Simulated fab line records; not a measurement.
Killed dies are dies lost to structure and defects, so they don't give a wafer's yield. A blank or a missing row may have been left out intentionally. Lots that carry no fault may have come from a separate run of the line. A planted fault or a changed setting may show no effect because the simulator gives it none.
Split-lot experiment    flow sfq-line    on a route of 325 steps: 5 lots, 23 wafers read

ON THE SPLIT
At SFQ_TRILAYER_L0_CAP_PECVD_011 (deposits SiO2 from SiH4/N2O, time 13.333 s, target thk 60 nm), the setting time-s was moved away from the recipe's 13.333 s on 8 of the 23 wafers read, by -12.9% to +5.8%. All remaining wafers had this setting at the recipe value.

THE PATH FROM SPLIT TO READING: the file shows 1 step between them
- SFQ_TRILAYER_L0_VIA_BARC_OPEN_VIA_ETCH_021: etches BARC in O2, target depth 125 nm, time 41.7 s (also split here: bias-w)

THE READING
oes-product-au, in a.u., at SFQ_TRILAYER_L0_VIA_ETCH_VIA_ETCH_016 (etches SiO2 in CHF3, stops on MoNx KI, target depth 80 nm). A value of 0.842 a.u. with a standard deviation of 0.0078 a.u. is what fault-free wafers of this fab line usually give.

wafer   tool, chamber at the split  time-s as run, s  against the recipe  oes-product-au, a.u.  against lot-mates on the recipe
L074.2  pecvd-02, 2                 13.92             +4.4%               0.861                 +0.012
L074.3  pecvd-02, 1                 13.92             +4.4%               0.857                 +0.008
L074.4  pecvd-02, 2                 13.92             +4.4%               0.859                 +0.010
L074.5  pecvd-02, 0                 13.333            recipe              0.850                 -
L074.6  pecvd-02, 1                 13.333            recipe              0.849                 -
L079.1  pecvd-03, 0                 13.333            recipe              0.844                 -
L079.3  pecvd-03, 2                 13.333            recipe              0.847                 -
L079.6  pecvd-03, 2                 13.333            recipe              0.862                 -
L081.1  pecvd-03, 0                 13.333            recipe              0.835                 -
L081.2  pecvd-03, 1                 13.333            recipe              0.832                 -
L081.3  pecvd-03, 2                 14.11             +5.8%               0.859                 +0.026
L081.4  pecvd-03, 0                 14.11             +5.8%               0.879                 +0.046
L081.6  pecvd-03, 1                 14.11             +5.8%               0.870                 +0.037
L084.1  pecvd-01, 1                 13.333            recipe              0.835                 -
L084.3  pecvd-01, 0                 13.333            recipe              0.841                 -
L084.4  pecvd-01, 1                 11.61             -12.9%              0.775                 -0.064
L084.5  pecvd-01, 0                 11.61             -12.9%              0.788                 -0.051
L084.6  pecvd-01, 2                 13.333            recipe              0.840                 -
L085.2  pecvd-03, 1                 13.333            recipe              0.835                 -
L085.3  pecvd-03, 0                 13.333            recipe              0.830                 -
L085.4  pecvd-03, 2                 13.333            recipe              0.855                 -
L085.5  pecvd-03, 1                 13.333            recipe              0.835                 -
L085.6  pecvd-03, 0                 13.333            recipe              0.844                 -

FIT RESULTS
A straight line over all 23 wafers: oes-product-au changes by +0.00459 a.u. for each +1% of time-s; r = +0.94; the points scatter about the line by 0.0084 a.u.
The same after taking each lot's own level away (the mean of its wafers on the recipe; 23 wafers): +0.00451 a.u. for each +1%; r = +0.93; scatter 0.0084 a.u.
On that fit, the largest move of time-s shifts the reading by 0.058 a.u.
Across the lots, their own levels run from 0.8335 to 0.8510 a.u., a range of 2.2 times the standard deviation given above.
So the lot-to-lot level changes the slope little: the two slopes agree.
Check: -0.0549 a.u. against its lot-mates is what the line predicts for one of the wafers moved furthest among these (-12.9%) when that wafer is left out of the fit. It came out at -0.0637 a.u. against them.

ADDITIONAL SPLITS CARRIED BY THESE WAFERS
Before the reading, these wafers also passed through other splits. Each is held against what the fit with the lots' levels taken away leaves over:
other split on the same wafers                     wafers away from the commonest value  r with oes-product-au (lot level and that fit taken away)
SFQ_TRILAYER_INCOMING_OXIDATION_002 temp-c         13                                    -0.42
SFQ_TRILAYER_L0_VIA_BARC_OPEN_VIA_ETCH_021 bias-w  10                                    +0.04

THE WHOLE CHAIN: every reading that the file lists as answering this split, in the file's order
step                                   what it does                                                  reading                                                                                    change (the file's fit)                    r (the file's)
SFQ_TRILAYER_L0_CAP_PECVD_011          deposits SiO2 from SiH4/N2O, time 13.333 s, target thk 60 nm  SiO2_of_TRILAYER_L0_CAP_PECVD_011.thk-nm (the simulator's own value, which no gauge read)  +0.578 nm for each +1% of the setting      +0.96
SFQ_TRILAYER_L0_VIA_ETCH_VIA_ETCH_016  etches SiO2 in CHF3, stops on MoNx KI, target depth 80 nm     oes-product-au                                                                             +0.00446 a.u. for each +1% of the setting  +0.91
SFQ_TRILAYER_L0_VIA_ETCH_VIA_ETCH_016  etches SiO2 in CHF3, stops on MoNx KI, target depth 80 nm     etch.depth-nm (the simulator's own value, which no gauge read)                             +0.573 nm for each +1% of the setting      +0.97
SFQ_TRILAYER_L0_VIA_ETCH_VIA_ETCH_016  etches SiO2 in CHF3, stops on MoNx KI, target depth 80 nm     L0V.feature-depth-nm (the simulator's own value, which no gauge read)                      +0.578 nm for each +1% of the setting      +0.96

FILE'S OWN FIT
oes-product-au changes by +0.00446 a.u. for each +1% of time-s, r = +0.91.
